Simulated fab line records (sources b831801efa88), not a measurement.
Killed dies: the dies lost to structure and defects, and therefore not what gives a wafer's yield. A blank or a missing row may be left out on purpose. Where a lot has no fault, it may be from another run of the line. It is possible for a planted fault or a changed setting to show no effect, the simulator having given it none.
fab line records | flow gf180mcu
record: lots: 14 wafers: 42 lastDay: 34
route steps=602 shown VT_IMPLANT@109 SALICIDE@284 V1@349
lots with no fault: from the same line, run without faults
startH: hours from the record's opening day to when the first of the lot's shown wafers began | waitH: hours from the lot's prior step to this one | " identical to the entry in the row above | L1.1+2: one row covering several wafers at once | - either no value or no given start | * or withheld: withheld | < > ~ a bound
route shown NAME@n: names a module that has steps shown in the file, with the first one's number in the route | usual: the fault-free wafers' mean and standard deviation | same: alike in all rows | chamber/n: place in a boat | sites: per-site readings | _std_site: standard deviation across them | _edge_site: the outer-site mean with the inner-site mean subtracted | radiusMm: for every site, how far away it sits from the centre of the wafer | mask NAME#n: copy n | behind: the last tool/chamber to shape the wafer | hold: reason for holding the lot/hours on hold/outcome of the hold | device: whichever transistor did not switch (one of n, p or np) | end of line: the same wafers' tests at the end of the route | a step given without rows: its recipe and nothing more | killed: count of dies lost to structure and defects at first sort (not the wafer's yield) | map: per-die view of a wafer (x killed, . not killed, _ where there is no die)
set.NAME: the run value of the setting; set.NAME@STEP: its run value at that earlier step | model.NAME: the simulator's own value behind a step, which no gauge read
a sample of lots followed through the steps of the route, with each step as a table and each wafer as a row
services: a tool's chamber out of use, with start hour (startH, from the record's first day; less than 0 if before it), hours out, and reason
== steps ==
step: GF_VT_IMPLANT_IMPLANT_19
recipe: species: As energyKev: 100 doseCm2: 4.35e+12 tiltDeg: 7
columns lot.wafer tool chamber startH waitH
L708.1+4+6 implanter-04 0 127.15 0.0
L709.1+2+3 implanter-01 0 132.72 0.0
L710.2+3+5 implanter-04 0 144.84 0.0
L711.2+4+5 implanter-04 0 155.83 0.0
L712.1+2+3 implanter-03 0 162.77 0.0
L713.2+3+4 implanter-03 0 172.68 0.0
L715.3+5+6 implanter-04 0 175.20 0.1
L714.1+4+5 implanter-03 0 176.70 0.0
L716.1+3+5 implanter-03 0 183.19 0.0
L718.3+4+5 implanter-01 0 193.82 0.1
L718.3+4+5 implanter-01 0 194.13 0.3
L717.1+2+4 implanter-03 0 195.49 0.0
L717.1+2+4 implanter-03 0 195.81 0.3
L728.2+4+5 implanter-01 0 254.67 0.0
L729.3+4+6 implanter-01 0 262.45 0.1
L730.1+2+5 implanter-04 0 271.19 0.0
step: GF_VT_IMPLANT_TW_MEAS_21
usual: VT_IMPLANT_2_TW: 1215/7.1
columns lot.wafer tool chamber startH waitH VT_IMPLANT_2_TW
L708.1 filmMetro-02 - 127.40 0.1 1216
L708.4 " - " " 1220
L708.6 " - " " 1215
L709.1 filmMetro-02 - 132.97 0.1 1220
L709.2 " - " " 1224
L709.3 " - " " 1225
L710.2 filmMetro-03 - 145.08 0.1 1225
L710.3 " - " " 1223
L710.5 " - " " 1220
L711.2 filmMetro-01 - 156.06 0.1 1216
L711.4 " - " " 1213
L711.5 " - " " 1210
L712.1 filmMetro-01 - 163.02 0.1 1215
L712.2 " - " " 1214
L712.3 " - " " 1218
L713.2 filmMetro-01 - 172.91 0.1 1201
L713.3 " - " " 1204
L713.4 " - " " 1213
L715.3 filmMetro-01 - 175.42 0.1 1204
L715.5 " - " " 1202
L715.6 " - " " 1208
L714.1 filmMetro-01 - 176.95 0.1 1207
L714.4 " - " " 1205
L714.5 " - " " 1205
L716.1 filmMetro-02 - 183.44 0.1 1220
L716.3 " - " " 1211
L716.5 " - " " 1214
L718.3 filmMetro-03 - 194.45 0.2 1518
L718.4 " - " " 1517
L718.5 " - " " 1520
L717.1 filmMetro-03 - 196.06 0.1 1512
L717.2 " - " " 1516
L717.4 " - " " 1514
L728.2 filmMetro-01 - 254.91 0.1 1216
L728.4 " - " " 1214
L728.5 " - " " 1210
L729.3 filmMetro-03 - 262.67 0.1 1216
L729.4 " - " " 1207
L729.6 " - " " 1209
L730.1 filmMetro-02 - 271.44 0.1 1214
L730.2 " - " " 1214
L730.5 " - " " 1213
step: GF_SALICIDE_RTA_06
recipe: tempC: 530 timeS: 30 ambient: N2
usual: chamberO2Ppm: 2.003/0.025 lampPowerPct: 6.42/0.25 wafer_temp_C_max: 532.5/0.54
columns lot.wafer tool chamber startH waitH chamberO2Ppm lampPowerPct wafer_temp_C_max
L708.1 rtpAnneal-01 0 346.10 0.1 2.000 6.58 532.4
L708.4 " 0 " " 2.041 6.58 532.3
L708.6 " 0 " " 1.982 6.59 531.4
L709.1 rtpAnneal-01 0 351.30 0.1 2.001 6.59 532.7
L709.2 " 0 " " 2.008 6.58 532.6
L709.3 " 0 " " 2.019 6.58 533.1
L710.2 rtpAnneal-02 0 366.19 0.1 1.962 6.03 531.7
L710.3 " 0 " " 2.013 6.03 532.4
L710.5 " 0 " " 1.993 6.03 532.9
L711.2 rtpAnneal-01 0 382.70 0.1 2.050 6.58 532.8
L711.4 " 0 " " 2.017 6.59 532.2
L711.5 " 0 " " 2.044 6.58 532.3
L712.1 rtpAnneal-01 0 391.75 0.1 1.962 6.58 531.7
L712.2 " 0 " " 1.966 6.58 532.7
L712.3 " 0 " " 1.990 6.58 531.7
L713.2 rtpAnneal-01 0 406.45 0.1 1.984 6.57 532.2
L713.3 " 0 " " 2.033 6.58 532.7
L713.4 " 0 " " 2.030 6.58 532.9
L715.3 rtpAnneal-01 0 410.36 0.1 2.011 6.58 532.7
L715.5 " 0 " " 2.036 6.58 531.7
L715.6 " 0 " " 2.001 6.57 532.4
L714.1 rtpAnneal-01 0 414.85 0.1 2.020 6.58 531.7
L714.4 " 0 " " 2.015 6.59 532.5
L714.5 " 0 " " 1.997 6.56 532.0
L716.1 rtpAnneal-01 0 421.60 0.1 2.034 6.58 532.9
L716.3 " 0 " " 1.991 6.58 532.1
L716.5 " 0 " " 1.995 6.58 532.0
L718.3 rtpAnneal-01 0 434.09 0.1 1.995 6.58 532.8
L718.4 " 0 " " 1.976 6.58 532.0
L718.5 " 0 " " 2.005 6.58 532.4
L717.1 rtpAnneal-01 0 439.35 0.1 2.049 6.58 532.3
L717.2 " 0 " " 1.998 6.59 532.1
L717.4 " 0 " " 2.025 6.58 532.4
L728.2 rtpAnneal-01 0 521.28 0.1 2.039 6.59 532.5
L728.4 " 0 " " 2.029 6.57 532.6
L728.5 " 0 " " 1.989 6.58 532.7
L729.3 rtpAnneal-01 0 526.48 0.1 2.017 6.58 532.1
L729.4 " 0 " " 2.021 6.58 532.4
L729.6 " 0 " " 2.016 6.58 532.8
L730.1 rtpAnneal-01 0 545.87 0.1 1.954 6.59 532.3
L730.2 " 0 " " 1.981 6.59 531.6
L730.5 " 0 " " 2.004 6.58 533.0
step: GF_V1_CD_MEAS_14
recipe: targetCdNm: 260
usual: cdNm: 260.0/1.1
columns lot.wafer tool chamber startH waitH cdNm
L708.1 cdSem-02 - 419.63 0.1 259.5
L708.4 " - " " 261.5
L708.6 " - " " 259.6
L709.1 cdSem-02 - 425.58 0.1 260.5
L709.2 " - " " 258.9
L709.3 " - " " 259.5
L710.2 cdSem-02 - 441.49 0.1 261.6
L710.3 " - " " 260.6
L710.5 " - " " 261.2
L711.2 cdSem-01 - 458.89 0.1 258.5
L711.4 " - " " 259.9
L711.5 " - " " 259.2
L712.1 cdSem-02 - 468.32 0.1 261.3
L712.2 " - " " 259.2
L712.3 " - " " 261.1
L713.2 cdSem-01 - 483.53 0.1 258.5
L713.3 " - " " 258.9
L713.4 " - " " 259.1
L715.3 cdSem-02 - 488.36 0.1 259.4
L715.5 " - " " 259.6
L715.6 " - " " 259.3
L714.1 cdSem-02 - 493.21 0.1 258.6
L714.4 " - " " 259.4
L714.5 " - " " 259.3
L716.1 cdSem-02 - 501.17 0.1 263.0
L716.3 " - " " 262.7
L716.5 " - " " 262.2
L718.3 cdSem-02 - 511.51 0.1 260.7
L718.4 " - " " 258.9
L718.5 " - " " 260.2
L717.1 cdSem-02 - 516.97 0.1 258.6
L717.2 " - " " 259.3
L717.4 " - " " 257.8
L728.2 cdSem-01 - 593.18 0.1 261.0
L728.4 " - " " 261.0
L728.5 " - " " 260.2
L729.3 cdSem-02 - 597.35 0.1 259.1
L729.4 " - " " 260.5
L729.6 " - " " 258.9
L730.1 cdSem-02 - 615.87 0.1 260.4
L730.2 " - " " 260.5
L730.5 " - " " 261.0
step: GF_V1_CVD_23
recipe: material: W targetThkNm: 350 timeS: 105.05 tempC: 400 pressureTorr: 40
usual: heaterPowerW: 815/110
columns lot.wafer tool chamber startH waitH heaterPowerW
L708.1 cvdW-02 1 420.57 0.0 805
L708.4 " 1 " " 798
L708.6 " 1 " " 797
L709.1 cvdW-01 0 426.49 0.0 936
L709.2 " 1 " " 652
L709.3 " 1 " " 653
L710.2 cvdW-01 1 442.39 0.0 643
L710.3 " 0 " " 919
L710.5 " 0 " " 900
L711.2 cvdW-02 1 459.83 0.0 802
L711.4 " 0 " " 822
L711.5 " 0 " " 828
L712.1 cvdW-01 0 469.35 0.0 937
L712.2 " 0 " " 943
L712.3 " 0 " " 925
L713.2 cvdW-02 0 484.43 0.0 846
L713.3 " 1 " " 799
L713.4 " 0 " " 842
L715.3 cvdW-02 1 489.31 0.1 801
L715.5 " 0 " " 852
L715.6 " 1 " " 786
L714.1 cvdW-01 0 494.13 0.0 955
L714.4 " 1 " " 654
L714.5 " 0 " " 926
L716.1 cvdW-01 1 502.09 0.0 640
L716.3 " 0 " " 945
L716.5 " 1 " " 648
L718.3 cvdW-02 0 512.46 0.1 845
L718.4 " 1 " " 829
L718.5 " 0 " " 854
L717.1 cvdW-01 0 517.89 0.0 925
L717.2 " 1 " " 647
L717.4 " 1 " " 668
L728.2 cvdW-01 0 594.08 0.0 943
L728.4 " 1 " " 650
L728.5 " 1 " " 654
L729.3 cvdW-01 1 598.26 0.1 662
L729.4 " 0 " " 931
L729.6 " 0 " " 924
L730.1 cvdW-01 0 616.79 0.0 925
L730.2 " 1 " " 652
L730.5 " 1 " " 642
== services ==
columns tool chamber startH hours kind
implanter-03 - 109.69 2.3 repair
cvdW-01 1 155.84 1.7 repair
implanter-04 - 185.46 5.5 repair
cvdW-01 - 187.06 1.0 repair
cvdW-01 - 223.36 0.5 repair
cvdW-02 - 229.86 0.8 repair
rtpAnneal-01 - 244.05 5.2 pm
cvdW-02 1 262.53 13.9 repair
implanter-03 - 266.58 4.7 pm
cvdW-01 - 270.32 1.4 repair
implanter-01 - 271.04 3.1 repair
implanter-03 - 272.34 15.8 pm
cvdW-01 0 289.73 1.6 repair
implanter-03 - 334.39 2.1 pm
cvdW-01 - 351.88 6.9 pm
cvdW-01 - 435.56 2.8 pm
rtpAnneal-01 - 447.95 1.6 pm
cvdW-01 1 460.58 14.3 repair
cvdW-01 - 477.80 0.5 repair
cvdW-01 - 492.54 0.6 repair
implanter-03 - 502.59 4.0 repair
implanter-03 - 511.87 2.1 repair
cvdW-01 1 545.59 4.9 repair
cvdW-01 - 589.52 0.3 repair
== key ==
firstSign: step: GF_VT_IMPLANT_IMPLANT_19 reading: visit direction: added
effect: step: GF_VT_IMPLANT_TW_MEAS_21 reading: VT_IMPLANT_2_TW direction: up sigmas: 43 usual: 1215 struck: 1516
metAt GF_VT_IMPLANT_IMPLANT_19
struckLots L717,L718
testerLeftOut L717,L718
notActingAt GF_SALICIDE_RTA_06,GF_V1_CD_MEAS_14,GF_V1_CVD_23
fault: kind: repeatedStepWhole tool: implanter-01,implanter-03,implanter-04 chamber: - onsetH: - steps: GF_VT_IMPLANT_IMPLANT_19 times: 1 scope: struckLotsOnly
testerLeftOut: of these lots the tester's yield and bins aren't shown, on N5 and GAA mostly nor the transistor test; their killed dies are dies lost to structure and defects alone, not to doping, threshold or leakage, so they don't give the yield
